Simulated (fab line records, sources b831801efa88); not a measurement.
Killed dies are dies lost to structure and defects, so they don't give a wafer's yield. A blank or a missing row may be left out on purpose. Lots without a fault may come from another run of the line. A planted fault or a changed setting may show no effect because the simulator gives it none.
Which tool did it? | flow sfq_line | 6 lots, 18 wafers sampled, at 2 steps of a route of 325

WHAT THE GAUGES READ, wafer by wafer
SFQ_I0_BOW_MEAS_907.
lot  | measured     | on            | I0_BOW (um)
L374 | day 8 04:46  | film_metro-04 | 7 6 2
L377 | day 9 00:31  | film_metro-04 | 2 -2 2
L380 | day 10 02:24 | film_metro-02 | 3 8 -6
L384 | day 12 00:27 | film_metro-02 | 2 11 12
L392 | day 14 11:13 | film_metro-02 | 2 0 1
L394 | day 14 20:13 | film_metro-03 | -4 -6 -6

WHICH TOOL RAN EACH LOT (tool, then ch and the chambers of the sampled wafers, then the start)
lot  | SFQ_TRILAYER_I0_CMP_CMP_028
L374 | cmp-02 ch 1,2,3, day 8 01:46
L377 | cmp-02 ch 0,2,3, day 8 21:31
L380 | cmp-02 ch 0,1,3, day 9 23:24
L384 | cmp-01 ch 1,2,3, day 11 21:57
L392 | cmp-01 ch 1,2,3, day 14 09:12
L394 | cmp-01 ch 1,2,3, day 14 18:12
- SFQ_TRILAYER_I0_CMP_CMP_028: polishes SiO2.

THE ANSWER, worked out from the rows above alone
Rule: what is usual is taken from the lots themselves. Put in order of their means at a reading, lots are off if they are a third of the lots or fewer, leave a main group of 4 or more, and stand apart from it by a gap of 3 or more times the standard deviation of the main group's means; of several such gaps the widest counts. A main group whose means are all the same, to the digits that the tables above print for the reading, isn't used. A lot without any number at a reading at which 4 lots or more have one is off too. The other lots that the step has rows for count as sound.
No lot is off at any reading shown: from this, nothing can be told.

WHAT THE SIMULATOR HAD PUT IN
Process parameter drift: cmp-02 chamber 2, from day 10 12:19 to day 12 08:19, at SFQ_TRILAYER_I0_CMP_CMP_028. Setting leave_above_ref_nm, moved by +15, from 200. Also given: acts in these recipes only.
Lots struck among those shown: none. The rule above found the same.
